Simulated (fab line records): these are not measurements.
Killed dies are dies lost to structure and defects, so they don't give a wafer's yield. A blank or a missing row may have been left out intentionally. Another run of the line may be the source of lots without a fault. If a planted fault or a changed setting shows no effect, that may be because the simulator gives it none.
Which tool did it?    flow gf180mcu    13 lots with 39 wafers sampled at 3 steps, on a route of 602 steps

WHAT THE GAUGES READ, wafer by wafer
GF_VT_IMPLANT_OVL_MEAS_29.
lot   measured      on          VT_IMPLANT_02_OVL (nm)
L530  day 7 09:43   overlay-02  -1.0 0.4 -0.4
L531  day 7 15:23   overlay-02  0.4 -0.3 0.3
L532  day 8 00:44   overlay-01  0.7 1.8 1.0
L533  day 8 06:22   overlay-01  2.0 0.8 1.1
L538  day 9 15:49   overlay-01  1.1 1.8 3.2
L539  day 9 21:07   overlay-01  2.9 2.7 5.2
L544  day 11 05:37  overlay-01  0.4 -0.2 0.5
L545  day 11 13:13  overlay-01  2.2 3.0 3.1
L547  day 11 23:53  overlay-01  -1.4 -0.6 0.3
L548  day 12 07:37  overlay-01  0.2 2.1 0.2
L549  day 12 15:37  overlay-01  0.8 1.4 2.8
L550  day 12 21:40  overlay-01  0.8 0.3 1.4
L551  day 13 05:07  overlay-01  -0.5 1.6 0.9

GF_POLY_GATE_THK_MEAS_17.
lot   measured      on             POLY_GATE_OXIDATION_THK (nm)
L530  day 9 21:05   film_metro-03  4.03 4.07 4.04
L531  day 10 02:10  film_metro-01  3.93 4.02 3.94
L532  day 10 15:37  film_metro-03  4.02 4.03 4.01
L533  day 10 19:52  film_metro-01  3.98 3.99 4.10
L538  day 12 06:36  film_metro-03  4.03 4.00 3.98
L539  day 12 12:37  film_metro-03  3.93 3.89 3.94
L544  day 14 00:12  film_metro-03  4.03 3.93 3.96
L545  day 14 10:46  film_metro-04  3.85 3.83 3.88
L547  day 14 20:25  film_metro-01  3.86 3.83 3.83
L548  day 15 04:09  film_metro-01  3.94 3.97 3.94
L549  day 15 14:31  film_metro-01  3.97 3.98 3.94
L550  day 15 20:28  film_metro-03  4.03 4.02 4.05
L551  day 16 04:16  film_metro-01  4.08 3.99 4.05

TOOL THAT RAN EACH LOT (tool first, then ch and the chambers of the sampled wafers, then the start)
lot   GF_VT_IMPLANT_RTA_45
L530  rtp_anneal-02 ch 0, day 8 02:43
L531  rtp_anneal-01 ch 0, day 8 08:34
L532  rtp_anneal-01 ch 0, day 8 18:02
L533  rtp_anneal-01 ch 0, day 8 23:45
L538  rtp_anneal-01 ch 0, day 10 09:25
L539  rtp_anneal-02 ch 0, day 10 15:13
L544  rtp_anneal-01 ch 0, day 12 01:15
L545  rtp_anneal-01 ch 0, day 12 09:10
L547  rtp_anneal-01 ch 0, day 12 19:47
L548  rtp_anneal-01 ch 0, day 13 04:12
L549  rtp_anneal-02 ch 0, day 13 11:58
L550  rtp_anneal-02 ch 0, day 13 17:31
L551  rtp_anneal-02 ch 0, day 14 02:00
- GF_VT_IMPLANT_RTA_45: time 30 s.

AS READ BY THE TOOLS THEMSELVES (means over the sampled wafers that have a number; for cases with no such wafer, the mark the record gives instead)
GF_VT_IMPLANT_RTA_45.
lot   tool           lamp_power_pct (%)  wafer_temp_C_max
L530  rtp_anneal-02  33.5                1054.0
L531  rtp_anneal-01  30.3                1053.2
L532  rtp_anneal-01  30.3                1053.7
L533  rtp_anneal-01  30.3                1052.5
L538  rtp_anneal-01  30.3                1053.6
L539  rtp_anneal-02  33.5                1055.2
L544  rtp_anneal-01  30.3                1053.8
L545  rtp_anneal-01  30.3                1053.4
L547  rtp_anneal-01  30.3                1053.2
L548  rtp_anneal-01  30.3                1052.6
L549  rtp_anneal-02  33.5                1054.5
L550  rtp_anneal-02  33.5                1054.4
L551  rtp_anneal-02  33.5                1053.8

THE ANSWER, worked out from the rows above alone
Rule: usual is defined by the lots themselves. The widest of any qualifying gaps counts: lots, ordered by their means at a reading, are off when they make up no more than a third of the lots, leave a main group of 4 or more, and stand apart from it by 3 or more times the standard deviation of that group's means. Not used: any main group whose means are identical at the precision the tables above print for the reading. Also off: a lot with no number at a reading for which 4 or more lots have one. Where the step has rows for the other lots, those lots are counted as sound. First the gauges in route order, then the tools' own readings, where a lot's mean is used as printed above. The first step at which some lot is off is used, and at that step the reading that is off furthest; a lot without a number counts as furthest.
No lot is off on any of the readings shown, so nothing can be concluded from this.

WHAT HAD BEEN PUT IN BY THE SIMULATOR
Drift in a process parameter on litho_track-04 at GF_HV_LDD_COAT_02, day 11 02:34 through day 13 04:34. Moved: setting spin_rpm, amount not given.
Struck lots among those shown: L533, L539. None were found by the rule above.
